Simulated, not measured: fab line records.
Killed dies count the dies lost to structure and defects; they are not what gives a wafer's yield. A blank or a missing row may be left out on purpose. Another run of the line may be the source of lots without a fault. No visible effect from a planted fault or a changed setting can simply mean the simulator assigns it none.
fab line records	flow sky130
[record] lots = 13	wafers = 39	lastDay = 50
route steps=708 shown LDD_HVN@277 LDD_HVP@287 POLY_CUT@316 SD_N@345 PAD_OPEN@708
lots that met no fault: from a run of the same line without faults
startH: start of the lot's first displayed wafer, in hours after the record's first day	waitH: time in hours since the lot's previous step	" as in the row above	L1.1+2: a row that stands for several wafers	- no value, or no start was given	* or withheld: withheld	< > ~ a bound
route shown NAME@n: NAME is a module with steps in the file, n the number in the route of the first one	usual: mean and standard deviation over wafers with no fault	same: alike in all rows	chamber/n: place in a boat	sites: the reading at each site	_std_site: their standard deviation	_edge_site: the outer-site mean with the inner-site mean subtracted	radiusMm: how far each site lies from the wafer's centre	mask NAME#n: copy n	behind: the last tool/chamber to shape the wafer	hold: cause of the lot's hold/its duration in hours/its outcome	device: which transistor (n, p or np) failed to switch	end of line: tests of these same wafers at the route's end	a step without rows: its recipe alone	killed: count of dies lost to structure and defects at first sort (not the wafer's yield)	map: a wafer's dies, x killed, . not, _ none there
set.NAME: the setting the step ran with; set.NAME@STEP: the setting that earlier step ran with	model.NAME: the simulator's own value behind a step, which no gauge read
steps of the route over a sample of lots; a table a step, a row a wafer
services: a tool's chamber out of use, with start hour (startH, from the record's first day; less than 0 if before it), hours out, and reason
[[steps]]
[step SKY_LDD_HVN_TW_MEAS_10]
[usual] LDD_HVN_TW = 1446/6.9
lot.wafer	tool	chamber	startH	waitH	LDD_HVN_TW
L492.1	filmMetro-03	-	458.24	0.1	1458
L492.2	"	-	"	"	1457
L492.6	"	-	"	"	1453
L493.2	filmMetro-03	-	483.62	0.1	1452
L493.5	"	-	"	"	1457
L493.6	"	-	"	"	1450
L494.1	filmMetro-03	-	486.55	0.1	1443
L494.4	"	-	"	"	1451
L494.5	"	-	"	"	1452
L496.2	filmMetro-01	-	509.01	0.1	1434
L496.5	"	-	"	"	1438
L496.6	"	-	"	"	1439
L498.1	filmMetro-02	-	523.68	0.1	1449
L498.2	"	-	"	"	1449
L498.4	"	-	"	"	1446
L499.2	filmMetro-01	-	527.96	0.1	1431
L499.3	"	-	"	"	1443
L499.5	"	-	"	"	1443
L500.1	filmMetro-01	-	545.05	0.1	1444
L500.2	"	-	"	"	1445
L500.4	"	-	"	"	1454
L501.3	filmMetro-03	-	551.97	0.1	1457
L501.5	"	-	"	"	1445
L501.6	"	-	"	"	1448
L502.1	filmMetro-02	-	562.46	0.1	1451
L502.2	"	-	"	"	1450
L502.3	"	-	"	"	1451
L509.1	filmMetro-01	-	613.41	0.1	1449
L509.3	"	-	"	"	1441
L509.5	"	-	"	"	1446
L510.3	filmMetro-03	-	619.57	0.1	1442
L510.4	"	-	"	"	1461
L510.5	"	-	"	"	1449
L514.2	filmMetro-01	-	664.49	0.1	1443
L514.3	"	-	"	"	1444
L514.6	"	-	"	"	1433
L513.3	filmMetro-02	-	671.87	0.1	1447
L513.5	"	-	"	"	1451
L513.6	"	-	"	"	1444
[step SKY_LDD_HVP_STRIP_09]
[recipe] chemistry = O2/N2	powerW = 1400	pressureMtorr = 1500	platenTempC = withheld	o2FlowSccm = 3000	n2FlowSccm = 300	overashFraction = 0.5
[usual] drypumpMotorCurrentA = 5.85/0.24	oesProductAu = 0.408/0.0043	stripTimeToEndpointS = 4.133/0.016
lot.wafer	tool	chamber	startH	waitH	drypumpMotorCurrentA	oesProductAu	rfHoursCounterH	stripTimeToEndpointS
L492.1	plasmaAsher-04	0	489.03	0.1	5.92	0.401	36	4.110
L492.2	"	1	"	"	5.89	0.409	36	4.137
L492.6	"	1	"	"	5.90	0.412	-	4.112
L493.2	plasmaAsher-04	1	513.55	0.1	5.90	0.402	38	4.152
L493.5	"	1	"	"	5.90	0.411	-	4.140
L493.6	"	0	"	"	5.94	0.413	-	4.128
L494.1	plasmaAsher-01	1	516.60	0.1	5.75	0.405	8	4.172
L494.4	"	1	"	"	5.75	0.416	-	4.153
L494.5	"	1	"	"	5.76	0.413	-	4.158
L496.2	plasmaAsher-01	1	539.83	0.1	5.72	0.414	10	4.116
L496.5	"	1	"	"	5.71	0.408	-	4.122
L496.6	"	0	"	"	5.62	0.413	-	4.119
L498.1	plasmaAsher-04	0	554.38	0.1	5.92	0.411	42	4.118
L498.2	"	1	"	"	5.95	0.409	42	4.116
L498.4	"	0	"	"	5.91	0.408	-	4.132
L499.2	plasmaAsher-01	1	557.18	0.1	5.72	0.405	12	4.143
L499.3	"	0	"	"	5.61	0.409	-	4.130
L499.5	"	0	"	"	5.65	0.410	-	4.150
L500.1	plasmaAsher-01	0	574.38	0.1	5.64	0.414	14	4.121
L500.2	"	1	"	"	5.78	0.409	14	4.150
L500.4	"	0	"	"	5.63	0.404	-	4.125
L501.3	plasmaAsher-01	1	581.57	0.1	5.75	0.397	-	4.108
L501.5	"	1	"	"	5.71	0.402	-	4.118
L501.6	"	0	"	"	5.67	0.414	-	4.101
L502.1	plasmaAsher-03	1	592.33	0.1	6.27	0.403	81	4.117
L502.2	"	0	"	"	5.59	0.413	81	4.109
L502.3	"	0	"	"	5.58	0.405	-	4.116
L509.1	plasmaAsher-03	0	642.43	0.1	5.62	0.409	87	4.152
L509.3	"	0	"	"	5.59	0.412	-	4.137
L509.5	"	1	"	"	6.24	0.404	-	4.152
L510.3	plasmaAsher-04	1	648.21	0.1	5.90	0.415	-	4.163
L510.4	"	0	"	"	5.92	0.411	-	4.115
L510.5	"	1	"	"	5.92	0.409	-	4.123
L514.2	plasmaAsher-04	1	691.70	0.1	5.91	0.408	56	4.121
L514.3	"	0	"	"	5.90	0.406	-	4.137
L514.6	"	1	"	"	5.93	0.411	-	4.119
L513.3	plasmaAsher-04	0	698.33	0.1	5.91	0.409	-	4.139
L513.5	"	0	"	"	5.92	0.406	-	4.135
L513.6	"	1	"	"	5.90	0.412	-	4.134
[step SKY_POLY_CUT_OVL_MEAS_09]
[usual] POLY_CUT_OVL = 0/5.5
lot.wafer	tool	chamber	startH	waitH	POLY_CUT_OVL[nm]
L492.1	overlay-01	-	551.55	0.1	-7
L492.2	"	-	"	"	0
L492.6	"	-	"	"	3
L493.2	overlay-02	-	575.25	0.1	2
L493.5	"	-	"	"	-4
L493.6	"	-	"	"	0
L494.1	overlay-01	-	577.61	0.1	-1
L494.4	"	-	"	"	-3
L494.5	"	-	"	"	5
L496.2	overlay-02	-	601.92	0.1	8
L496.5	"	-	"	"	-3
L496.6	"	-	"	"	12
L498.1	overlay-02	-	616.19	0.1	5
L498.2	"	-	"	"	3
L498.4	"	-	"	"	4
L499.2	overlay-02	-	619.82	0.1	-4
L499.3	"	-	"	"	-3
L499.5	"	-	"	"	1
L500.1	overlay-01	-	635.36	0.1	-4
L500.2	"	-	"	"	13
L500.4	"	-	"	"	5
L501.3	overlay-01	-	647.18	0.1	-4
L501.5	"	-	"	"	0
L501.6	"	-	"	"	-9
L502.1	overlay-01	-	652.26	0.1	-5
L502.2	"	-	"	"	1
L502.3	"	-	"	"	-2
L509.1	overlay-02	-	697.36	0.1	3
L509.3	"	-	"	"	-2
L509.5	"	-	"	"	3
L510.3	overlay-01	-	703.58	0.1	5
L510.4	"	-	"	"	5
L510.5	"	-	"	"	5
L514.2	overlay-02	-	748.67	0.1	-6
L514.3	"	-	"	"	-1
L514.6	"	-	"	"	-12
L513.3	overlay-01	-	755.73	0.1	-1
L513.5	"	-	"	"	-6
L513.6	"	-	"	"	4
[step SKY_SD_N_SOFTBAKE_03]
[recipe] tempC = 90	timeS = 60	resist = NOVOLAK
[usual] exhaustPa = 45.0/0.89	heaterPowerTotalW = 56.59/0.039	plateTempC = 90.00/0.14
lot.wafer	tool	chamber	startH	waitH	exhaustPa	heaterPowerTotalW	plateTempC
L492.1	lithoTrack-02	0	623.19	0.1	44.8	56.63	90.03
L492.2	"	0	"	"	43.3	56.58	89.79
L492.6	"	0	"	"	42.9	56.65	89.81
L493.2	lithoTrack-04	0	646.74	0.1	45.7	56.62	89.96
L493.5	"	0	"	"	45.5	56.70	89.81
L493.6	"	0	"	"	47.3	56.61	89.93
L494.1	lithoTrack-04	0	649.91	0.1	44.7	56.61	89.68
L494.4	"	0	"	"	45.0	56.64	89.63
L494.5	"	0	"	"	45.9	56.61	89.87
L496.2	lithoTrack-03	0	674.30	0.1	45.6	56.60	90.09
L496.5	"	0	"	"	46.3	56.63	90.00
L496.6	"	0	"	"	45.1	56.61	89.87
L498.1	lithoTrack-02	0	687.64	0.1	46.4	56.59	90.04
L498.2	"	0	"	"	45.7	56.54	89.81
L498.4	"	0	"	"	44.2	56.61	90.07
L499.2	lithoTrack-02	0	691.17	0.1	45.2	56.57	89.92
L499.3	"	0	"	"	45.2	56.60	90.03
L499.5	"	0	"	"	44.6	56.59	89.95
L500.1	lithoTrack-03	0	703.02	0.1	45.0	56.61	90.16
L500.2	"	0	"	"	45.3	56.57	90.10
L500.4	"	0	"	"	44.3	56.59	90.05
L501.3	lithoTrack-03	0	713.52	0.1	44.5	56.54	90.04
L501.5	"	0	"	"	44.3	56.55	89.97
L501.6	"	0	"	"	44.9	56.60	90.05
L502.1	lithoTrack-02	0	721.34	0.1	45.4	56.52	89.99
L502.2	"	0	"	"	46.2	56.58	90.02
L502.3	"	0	"	"	45.1	56.58	90.09
L509.1	lithoTrack-04	0	765.91	0.1	45.4	57.07	90.65
L509.3	"	0	"	"	46.1	57.10	90.60
L509.5	"	0	"	"	45.9	57.10	90.78
L510.3	lithoTrack-04	0	770.26	0.1	45.7	57.08	90.51
L510.4	"	0	"	"	45.0	57.12	90.71
L510.5	"	0	"	"	46.4	57.04	90.36
L514.2	lithoTrack-02	0	814.02	0.1	44.2	56.61	90.13
L514.3	"	0	"	"	43.6	56.67	89.94
L514.6	"	0	"	"	44.2	56.60	90.05
L513.3	lithoTrack-02	0	822.54	0.1	45.2	56.59	89.83
L513.5	"	0	"	"	43.8	56.62	90.06
L513.6	"	0	"	"	44.5	56.62	90.17
[step SKY_PAD_OPEN_PROBE_99]
[usual] killed_at_M0_to_M3 = 43/7.7	killed_at_M4_up = 2.9/1.9	killedAtContacts = 24/5.9	killedAtFrontEnd = 16/5.1	killedAtOther = 0.3/0.63	killedDies = 86/10	killedOnRim = 16/3.6	killedOpen = 47/7.6	killedShort = 39/6.8
[same] grossDies = 492	killedAtBackSide = 0
lot.wafer	tool	chamber	startH	waitH	killed_at_M0_to_M3	killed_at_M4_up	killedAtContacts	killedAtFrontEnd	killedAtOther	killedDies	killedOnRim	killedOpen	killedShort
L492.1	prober-01	-	1072.07	0.1	47	5	27	16	2	97	16	56	41
L492.2	prober-01	-	1072.12	0.1	47	2	30	27	1	107	19	61	42
L492.6	prober-01	-	1072.32	0.2	53	2	33	14	0	102	17	57	45
L493.2	prober-01	-	1083.72	0.1	69	2	19	18	0	108	25	56	52
L493.5	prober-01	-	1083.87	0.2	42	4	35	22	1	104	23	64	40
L493.6	prober-01	-	1083.92	0.2	43	2	25	12	0	82	14	48	34
L494.1	prober-02	-	1085.12	0.1	43	4	19	13	0	79	15	39	40
L494.4	prober-02	-	1085.27	0.2	39	0	13	15	0	67	10	40	27
L494.5	prober-02	-	1085.32	0.2	34	2	27	22	0	85	14	41	44
L496.2	prober-02	-	1103.24	0.1	54	2	22	12	0	90	9	59	31
L496.5	prober-02	-	1103.39	0.2	50	0	18	16	3	87	20	48	37
L496.6	prober-02	-	1103.44	0.2	51	3	17	18	0	89	17	50	38
L498.1	prober-02	-	1114.70	0.1	40	3	28	7	0	78	15	50	28
L498.2	prober-02	-	1114.75	0.1	28	0	27	20	0	75	12	36	39
L498.4	prober-02	-	1114.85	0.2	35	3	27	10	0	75	14	33	42
L499.2	prober-01	-	1119.15	0.1	53	2	22	18	0	95	20	57	38
L499.3	prober-01	-	1119.20	0.2	41	2	9	10	0	62	10	33	29
L499.5	prober-01	-	1119.30	0.2	68	2	35	13	0	118	27	63	55
L500.1	prober-02	-	1125.94	0.1	53	4	26	8	0	91	19	61	29
L500.2	prober-02	-	1125.99	0.1	58	0	27	9	0	94	16	48	46
L500.4	prober-02	-	1126.09	0.2	34	6	24	13	0	77	14	49	27
L501.3	prober-01	-	1134.99	0.2	46	2	21	20	0	89	15	49	40
L501.5	prober-01	-	1135.09	0.2	44	4	28	6	0	82	15	45	36
L501.6	prober-01	-	1135.14	0.2	37	3	33	15	0	88	15	47	40
L502.1	prober-02	-	1142.03	0.1	43	2	35	16	0	96	21	54	42
L502.2	prober-02	-	1142.08	0.1	54	1	20	20	0	95	22	41	53
L502.3	prober-02	-	1142.13	0.2	45	1	18	10	1	75	13	45	30
L509.1	prober-01	-	1168.54	0.1	41	4	24	7	1	77	13	47	29
L509.3	prober-01	-	1168.64	0.2	51	2	20	19	1	93	14	49	43
L509.5	prober-01	-	1168.74	0.2	38	8	18	18	1	83	19	44	39
L510.3	prober-02	-	1171.13	0.2	51	2	20	12	0	85	14	53	31
L510.4	prober-02	-	1171.18	0.2	40	2	18	24	0	84	19	44	39
L510.5	prober-02	-	1171.23	0.2	36	3	20	28	0	87	8	47	39
L514.2	prober-01	-	1198.62	0.1	44	3	24	15	0	86	18	51	32
L514.3	prober-01	-	1198.67	0.2	56	0	16	9	0	81	8	51	29
L514.6	prober-01	-	1198.82	0.2	44	1	30	17	0	92	18	48	42
L513.3	prober-02	-	1203.16	0.2	39	4	19	18	0	80	17	35	45
L513.5	prober-02	-	1203.26	0.2	33	4	25	23	0	85	16	38	47
L513.6	prober-02	-	1203.31	0.2	31	3	25	22	0	81	23	46	35
// killed by level:class
L492.1 CONTACT:geometricParticle:open=13 VIA1:geometricParticle:open=11 VIA3:geometricParticle:open=11 VIA2:geometricParticle:open=7 LI_CONTACT:geometricParticle:open=5 LOCAL_INTERCONNECT:geometricParticle:short=5 METAL4:geometricParticle:short=5 FIELD_ISO:geometricParticle:open=4
L492.2 CONTACT:geometricParticle:open=15 VIA1:geometricParticle:open=13 FIELD_ISO:geometricParticle:short=8 LI_CONTACT:geometricParticle:open=6 CONTACT:geometricParticle:short=6 VIA2:geometricParticle:open=6 METAL1:geometricParticle:short=5 VIA3:geometricParticle:short=5
L492.6 VIA1:geometricParticle:open=13 LOCAL_INTERCONNECT:geometricParticle:short=9 VIA3:geometricParticle:open=8 LI_CONTACT:geometricParticle:open=8 CONTACT:geometricParticle:open=8 CONTACT:geometricParticle:short=7 METAL2:geometricParticle:short=7 VIA2:geometricParticle:open=7
L493.2 METAL1:geometricParticle:short=15 VIA1:geometricParticle:open=10 VIA2:geometricParticle:open=9 LI_CONTACT:geometricParticle:open=8 VIA1:geometricParticle:short=8 CONTACT:geometricParticle:open=7 FIELD_ISO:geometricParticle:open=6 VIA3:geometricParticle:short=6
L493.5 CONTACT:geometricParticle:open=14 LI_CONTACT:geometricParticle:open=12 VIA1:geometricParticle:open=10 FIELD_ISO:geometricParticle:short=7 VIA2:geometricParticle:open=7 POLY_GATE:geometricParticle:open=6 METAL1:geometricParticle:short=6 VIA1:geometricParticle:short=5
L493.6 VIA1:geometricParticle:open=13 VIA3:geometricParticle:open=9 CONTACT:geometricParticle:open=8 LI_CONTACT:geometricParticle:open=7 CONTACT:geometricParticle:short=5 LOCAL_INTERCONNECT:geometricParticle:short=4 VIA3:geometricParticle:short=4 METAL1:geometricParticle:short=3
L494.1 VIA1:geometricParticle:open=13 LI_CONTACT:geometricParticle:short=6 FIELD_ISO:geometricParticle:open=5 VIA3:geometricParticle:short=5 CONTACT:geometricParticle:open=5 METAL2:geometricParticle:short=5 CONTACT:geometricParticle:short=4 VIA2:geometricParticle:open=4
L494.4 VIA1:geometricParticle:open=8 VIA3:geometricParticle:open=6 LI_CONTACT:geometricParticle:open=6 FIELD_ISO:geometricParticle:open=5 METAL1:geometricParticle:short=5 METAL2:geometricParticle:short=5 VIA2:geometricParticle:open=4 CONTACT:geometricParticle:open=4
L494.5 FIELD_ISO:geometricParticle:open=9 LI_CONTACT:geometricParticle:open=7 CONTACT:geometricParticle:open=7 METAL2:geometricParticle:short=7 LI_CONTACT:geometricParticle:short=6 METAL1:geometricParticle:short=6 VIA3:geometricParticle:open=6 CONTACT:geometricParticle:short=4
L496.2 VIA1:geometricParticle:open=17 CONTACT:geometricParticle:open=12 VIA3:geometricParticle:open=10 LI_CONTACT:geometricParticle:open=6 METAL2:geometricParticle:short=5 VIA2:geometricParticle:open=5 FIELD_ISO:geometricParticle:open=3 METAL1:geometricParticle:short=3
L496.5 VIA3:geometricParticle:open=12 VIA1:geometricParticle:open=10 CONTACT:geometricParticle:short=6 METAL1:geometricParticle:short=6 FIELD_ISO:geometricParticle:short=5 LI_CONTACT:geometricParticle:open=5 CONTACT:geometricParticle:open=5 VIA1:geometricParticle:short=5
L496.6 VIA1:geometricParticle:open=18 VIA2:geometricParticle:open=7 FIELD_ISO:geometricParticle:open=6 LI_CONTACT:geometricParticle:open=6 VIA3:geometricParticle:short=6 VIA1:geometricParticle:short=6 FIELD_ISO:geometricParticle:short=4 CONTACT:geometricParticle:short=4
L498.1 CONTACT:geometricParticle:open=13 VIA1:geometricParticle:open=11 LI_CONTACT:geometricParticle:open=8 METAL1:geometricParticle:short=6 VIA3:geometricParticle:open=6 CONTACT:geometricParticle:short=4 METAL2:geometricParticle:short=4 POLY_GATE:geometricParticle:open=3
L498.2 CONTACT:geometricParticle:short=10 LI_CONTACT:geometricParticle:open=7 VIA1:geometricParticle:open=6 POLY_GATE:geometricParticle:short=5 METAL1:geometricParticle:short=5 FIELD_ISO:geometricParticle:short=4 VIA1:geometricParticle:short=4 CONTACT:geometricParticle:open=4
L498.4 LOCAL_INTERCONNECT:geometricParticle:short=9 CONTACT:geometricParticle:open=9 VIA1:geometricParticle:open=7 VIA3:geometricParticle:open=5 METAL1:geometricParticle:short=5 VIA3:geometricParticle:short=5 METAL2:geometricParticle:short=4 FIELD_ISO:geometricParticle:open=3
L499.2 VIA3:geometricParticle:open=14 VIA1:geometricParticle:open=10 CONTACT:geometricParticle:open=9 POLY_GATE:geometricParticle:open=8 METAL2:geometricParticle:short=6 METAL1:geometricParticle:short=5 VIA2:geometricParticle:open=5 FIELD_ISO:geometricParticle:open=4
L499.3 VIA3:geometricParticle:open=12 VIA1:geometricParticle:open=10 VIA1:geometricParticle:short=6 POLY_GATE:geometricParticle:short=5 METAL1:geometricParticle:short=4 METAL2:geometricParticle:short=4 LI_CONTACT:geometricParticle:open=3 CONTACT:geometricParticle:open=3
L499.5 VIA1:geometricParticle:open=17 METAL1:geometricParticle:short=12 CONTACT:geometricParticle:open=12 LI_CONTACT:geometricParticle:open=9 VIA3:geometricParticle:open=8 VIA1:geometricParticle:short=8 METAL2:geometricParticle:short=6 METAL2:geometricParticle:open=6
L500.1 VIA1:geometricParticle:open=19 CONTACT:geometricParticle:open=13 LI_CONTACT:geometricParticle:open=7 VIA3:geometricParticle:open=7 VIA1:geometricParticle:short=5 VIA2:geometricParticle:short=5 CONTACT:geometricParticle:short=4 METAL1:geometricParticle:open=3
L500.2 CONTACT:geometricParticle:open=13 VIA1:geometricParticle:open=9 METAL2:geometricParticle:short=9 VIA1:geometricParticle:short=8 VIA2:geometricParticle:open=7 LI_CONTACT:geometricParticle:open=6 VIA2:geometricParticle:short=6 VIA3:geometricParticle:open=6
L500.4 VIA1:geometricParticle:open=11 CONTACT:geometricParticle:open=9 VIA3:geometricParticle:open=6 LI_CONTACT:geometricParticle:open=5 VIA2:geometricParticle:open=5 CONTACT:geometricParticle:short=4 METAL4:geometricParticle:short=4 FIELD_ISO:geometricParticle:short=3
L501.3 VIA1:geometricParticle:open=9 CONTACT:geometricParticle:open=8 METAL2:geometricParticle:short=8 VIA3:geometricParticle:short=7 VIA3:geometricParticle:open=7 POLY_GATE:geometricParticle:open=6 VIA2:geometricParticle:open=5 FIELD_ISO:geometricParticle:open=4
L501.5 VIA1:geometricParticle:open=10 LI_CONTACT:geometricParticle:open=7 VIA3:geometricParticle:open=6 CONTACT:geometricParticle:open=6 CONTACT:geometricParticle:short=6 LOCAL_INTERCONNECT:geometricParticle:short=5 VIA2:geometricParticle:open=5 VIA1:geometricParticle:short=4
L501.6 VIA1:geometricParticle:open=11 CONTACT:geometricParticle:open=11 LOCAL_INTERCONNECT:geometricParticle:short=8 LI_CONTACT:geometricParticle:open=7 METAL2:geometricParticle:short=6 POLY_GATE:geometricParticle:open=5 CONTACT:geometricParticle:short=4 VIA2:geometricParticle:open=4
L502.1 VIA1:geometricParticle:open=13 CONTACT:geometricParticle:open=10 CONTACT:geometricParticle:short=9 POLY_GATE:geometricParticle:open=8 VIA2:geometricParticle:open=7 METAL2:geometricParticle:short=7 LI_CONTACT:geometricParticle:open=6 LOCAL_INTERCONNECT:geometricParticle:short=6
L502.2 VIA1:geometricParticle:open=15 METAL2:geometricParticle:short=7 POLY_GATE:geometricParticle:short=6 METAL1:geometricParticle:short=6 CONTACT:geometricParticle:short=6 VIA1:geometricParticle:short=6 VIA2:geometricParticle:short=5 LI_CONTACT:geometricParticle:open=4
L502.3 VIA1:geometricParticle:open=15 CONTACT:geometricParticle:open=10 VIA1:geometricParticle:short=8 VIA3:geometricParticle:open=7 FIELD_ISO:geometricParticle:short=4 METAL2:geometricParticle:short=3 POLY_GATE:geometricParticle:short=3 LOCAL_INTERCONNECT:geometricParticle:short=3
L509.1 VIA3:geometricParticle:open=14 CONTACT:geometricParticle:open=11 VIA1:geometricParticle:open=9 CONTACT:geometricParticle:short=5 LOCAL_INTERCONNECT:geometricParticle:short=4 VIA2:geometricParticle:open=4 FIELD_ISO:geometricParticle:open=3 VIA1:geometricParticle:short=3
L509.3 VIA3:geometricParticle:open=9 FIELD_ISO:geometricParticle:open=8 LI_CONTACT:geometricParticle:open=8 VIA1:geometricParticle:open=8 VIA1:geometricParticle:short=7 METAL2:geometricParticle:short=6 FIELD_ISO:geometricParticle:short=5 VIA2:geometricParticle:open=5
L509.5 VIA1:geometricParticle:open=10 CONTACT:geometricParticle:open=7 METAL4:geometricParticle:short=7 VIA3:geometricParticle:open=6 FIELD_ISO:geometricParticle:short=4 POLY_GATE:geometricParticle:open=4 LI_CONTACT:geometricParticle:open=4 CONTACT:geometricParticle:short=4
L510.3 VIA1:geometricParticle:open=12 VIA2:geometricParticle:open=10 CONTACT:geometricParticle:open=8 VIA3:geometricParticle:open=7 LI_CONTACT:geometricParticle:open=6 FIELD_ISO:geometricParticle:open=5 METAL1:geometricParticle:short=5 FIELD_ISO:geometricParticle:short=4
L510.4 VIA1:geometricParticle:open=8 VIA2:geometricParticle:open=7 FIELD_ISO:geometricParticle:short=6 FIELD_ISO:geometricParticle:open=6 CONTACT:geometricParticle:open=5 VIA2:geometricParticle:short=5 LI_CONTACT:geometricParticle:open=4 LOCAL_INTERCONNECT:geometricParticle:short=4
L510.5 VIA1:geometricParticle:open=11 FIELD_ISO:geometricParticle:open=8 VIA3:geometricParticle:open=7 FIELD_ISO:geometricParticle:short=6 CONTACT:geometricParticle:short=5 LOCAL_INTERCONNECT:geometricParticle:short=5 CONTACT:geometricParticle:open=5 POLY_GATE:geometricParticle:short=4
L514.2 CONTACT:geometricParticle:open=11 VIA1:geometricParticle:open=10 VIA2:geometricParticle:open=7 LI_CONTACT:geometricParticle:open=6 METAL2:geometricParticle:short=6 VIA1:geometricParticle:short=5 VIA2:geometricParticle:short=5 VIA3:geometricParticle:open=5
L514.3 VIA1:geometricParticle:open=16 VIA2:geometricParticle:open=8 METAL2:geometricParticle:short=7 CONTACT:geometricParticle:open=6 VIA3:geometricParticle:open=6 VIA1:geometricParticle:short=5 METAL2:geometricParticle:open=5 METAL3:geometricParticle:short=4
L514.6 CONTACT:geometricParticle:open=10 LI_CONTACT:geometricParticle:open=9 VIA2:geometricParticle:open=9 VIA1:geometricParticle:short=8 FIELD_ISO:geometricParticle:short=7 VIA1:geometricParticle:open=7 VIA2:geometricParticle:short=6 LI_CONTACT:geometricParticle:short=5
L513.3 VIA2:geometricParticle:short=6 CONTACT:geometricParticle:open=6 METAL1:geometricParticle:short=6 POLY_GATE:geometricParticle:open=5 VIA3:geometricParticle:open=5 POLY_GATE:geometricParticle:short=4 VIA1:geometricParticle:short=4 VIA1:geometricParticle:open=4
L513.5 CONTACT:geometricParticle:short=8 POLY_GATE:geometricParticle:short=7 CONTACT:geometricParticle:open=7 LI_CONTACT:geometricParticle:open=6 VIA2:geometricParticle:open=6 FIELD_ISO:geometricParticle:short=5 METAL1:geometricParticle:short=5 VIA1:geometricParticle:short=5
L513.6 VIA1:geometricParticle:open=8 FIELD_ISO:geometricParticle:short=7 LI_CONTACT:geometricParticle:open=7 POLY_GATE:geometricParticle:open=6 VIA2:geometricParticle:open=6 VIA3:geometricParticle:open=6 LI_CONTACT:geometricParticle:short=5 CONTACT:geometricParticle:open=4
[[services]]
tool	chamber	startH	hours	kind
plasmaAsher-04	-	538.11	0.7	repair
plasmaAsher-04	-	567.41	3.6	repair
plasmaAsher-01	-	601.80	28.1	pm
plasmaAsher-04	-	673.12	2.3	repair
plasmaAsher-03	-	682.43	3.5	repair
plasmaAsher-04	-	771.42	4.5	repair
plasmaAsher-01	-	797.23	1.4	repair
[[key]]
[firstSign] step = SKY_SD_N_SOFTBAKE_03	reading = heaterPowerTotalW	direction = up	sigmas = 12	usual = *	struck = *
[effect] step = SKY_SD_N_SOFTBAKE_03	reading = plateTempC	direction = up	sigmas = 4.4	usual = *	struck = *
metAt SKY_SD_N_SOFTBAKE_03
struckLots L509,L510
testerLeftOut L509,L510
notActingAt SKY_LDD_HVN_TW_MEAS_10,SKY_LDD_HVP_STRIP_09,SKY_POLY_CUT_OVL_MEAS_09
onsetBetween 649.91 765.91
[fault] kind = processParameterDrift	tool = lithoTrack-04	chamber = -	onsetH = 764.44	steps = SKY_SD_N_SOFTBAKE_03	channel = tempC	offset = *	shape = step	endH = 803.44	actsIn = *	stated = *
// testerLeftOut: of these lots the tester's yield and bins aren't shown, on N5 and GAA mostly nor the transistor test; their killed dies are dies lost to structure and defects alone, not to doping, threshold or leakage, so they don't give the yield
